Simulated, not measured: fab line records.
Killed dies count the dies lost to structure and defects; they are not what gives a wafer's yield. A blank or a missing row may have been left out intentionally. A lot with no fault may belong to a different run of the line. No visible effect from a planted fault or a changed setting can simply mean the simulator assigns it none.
Which tool was responsible? + flow sky130 + 20 wafers sampled from 7 lots at 1 step of a route of 708

WHAT EACH GAUGE READ, for each wafer
SKY_SONOS_ONO_OVL_MEAS_14.
| lot  | measured     | on         | SONOS_ONO_OVL (nm) |
|------|--------------|------------|--------------------|
| L959 | day 13 08:46 | overlay-02 | -0.1 0.6 -2.3      |
| L961 | day 14 03:46 | overlay-02 | -0.8 -1.3 -1.2     |
| L964 | day 14 21:34 | overlay-02 | 1.0 1.4            |
| L972 | day 17 11:44 | overlay-01 | 2.2 1.2 -0.2       |
| L974 | day 18 05:37 | overlay-02 | 2.8 2.3 2.4        |
| L977 | day 19 05:38 | overlay-01 | -1.6 -0.2 -0.1     |
| L981 | day 20 13:55 | overlay-02 | 1.3 2.6 1.7        |

TOOL THAT RAN EACH LOT (tool first, then ch and the chambers of the sampled wafers, then the start)
The record holds no process step before these readings.

THE ANSWER, worked out from the rows above alone
Rule: the lots themselves supply what counts as usual. Put in order of their means at a reading, lots are off if they are a third of the lots or fewer, leave a main group of 4 or more, and stand apart from it by a gap of 3 or more times the standard deviation of the main group's means; of several such gaps the widest counts. If all means in a main group match to the digits the tables above print for the reading, that group is not used. Also off: a lot with no number at a reading for which 4 or more lots have one. All remaining lots with rows at the step are treated as sound.
Across all readings shown, no lot is off: no conclusion can be drawn from this.

WHAT THE SIMULATOR HAD PUT IN
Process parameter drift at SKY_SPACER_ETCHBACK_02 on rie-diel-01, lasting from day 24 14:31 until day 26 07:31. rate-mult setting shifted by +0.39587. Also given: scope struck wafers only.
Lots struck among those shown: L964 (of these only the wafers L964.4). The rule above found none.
